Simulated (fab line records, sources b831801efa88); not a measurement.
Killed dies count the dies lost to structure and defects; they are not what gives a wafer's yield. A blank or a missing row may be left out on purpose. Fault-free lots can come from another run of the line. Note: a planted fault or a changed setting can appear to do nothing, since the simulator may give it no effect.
Problem report in the 8D (eight disciplines) form, filled by code :: flow gf180mcu :: the parts of the form that need people (team, actions taken, sign-off) are left out

1. WHAT IS WRONG
cd-nm at GF_HV_LDD_CD_MEAS_46 reads a mean of 433.7 nm on 3 wafers of 2 lots; wafers without a fault read 399.9 nm with a standard deviation of 2.1. That is +16 standard deviations from the usual mean.
The step: target cd 400 nm.
The first sign was on wafer L798.1 at day 17 14:14, on cd-sem-01. The record has a number at this step for 36 wafers belonging to 12 lots. Rule for "out" (also "out of limits"): further than 4 standard deviations from the usual mean. All remaining wafers that have a number are taken as sound.

2. WHAT THIS IS AND IS NOT
question: which readings at this step
is: cd-nm
is not: -

question: which lots
is: L798, L800
is not: L786, L787, L788, L790, L791, L792, L793, L799, L805, L806

question: which wafers of those lots
is: L798.1, L798.6, L800.1
is not: L798.4, L800.3, L800.4

question: read on which gauges
is: cd-sem-01
is not: cd-sem-02

question: when
is: from day 17 14:14
is not: up to then (22 sound wafers); but 11 sound wafers of L799, L800, L805, L806 came after

3. SUSPECTS, AND WHAT RULES EACH OUT
Counting: a tool at a process step up to the reading stays a suspect if it ran every lot that is out. Sound lots after the first of them don't rule it out here, since some wafers of a struck lot are sound.
- the gauge at GF_HV_LDD_CD_MEAS_46: ruled out. All the wafers that are out were read on cd-sem-01, but those of them that GF_HV_LDD_STRIP_49 has rows for are out there too, on other tools.
- litho-track-04 at GF_HV_LDD_COAT_41 (resist thk 1000 nm): kept. Every lot that is out went through it, the first being L798 (day 17 02:32); the last sound lot it ran before that was L793 (day 15 14:47).
The count leaves litho-track-04 at GF_HV_LDD_COAT_41.

4. THE CAUSE (what the simulator had put in)
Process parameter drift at GF_HV_LDD_COAT_41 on litho-track-04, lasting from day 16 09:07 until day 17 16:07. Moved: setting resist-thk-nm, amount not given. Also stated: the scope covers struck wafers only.
After counting, this tool was the only one left.

5. THE CHAIN OF EFFECTS, in route order
Each row: a reading whose mean over the struck wafers that have a number lies more than 3 standard deviations from the usual. Only readings for which the record gives a usual standard deviation are gone through. hours: the time from each lot's start at the first step in this table that gives one to its start at this step, as a median over the lots. sigmas: the change in usual standard deviations.
hours: 0
step: GF_HV_LDD_CD_MEAS_46
reading: cd-nm
usual: 399.9 nm
on struck wafers: 433.7
change: +33.8
sigmas: +16

hours: 0
step: GF_HV_LDD_STRIP_49
reading: oes-product-au
usual: 0.716 a.u.
on struck wafers: 0.615
change: -0.101
sigmas: -24

hours: 0
step: GF_HV_LDD_STRIP_49
reading: strip-time-to-endpoint-s
usual: 12.65 s
on struck wafers: 9.18
change: -3.47
sigmas: -94
Its process steps:
- GF_HV_LDD_STRIP_49: strips in O2/N2.
At these later measuring or inspecting steps, every struck wafer for which the step has a row has a number for every such reading, and none has moved that far: GF_HV_LDD_THK_MEAS_57, GF_CONTACT_THK_MEAS_03.

6. WHAT WOULD HAVE CAUGHT IT SOONER
The first out-of-limits reading at a measuring or inspecting step in this record came at day 17 14:14, 29 hours after the fault's start at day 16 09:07.
An alarm limit of 4 standard deviations would not have fired on the tool readings at GF_HV_LDD_COAT_41 for which the record gives a usual standard deviation, since none of them was out on any struck wafer.
All the lots that are out (2) had begun GF_HV_LDD_COAT_41 on litho-track-04 by day 17 14:14. Holding the tool at that point would not have protected any of them.
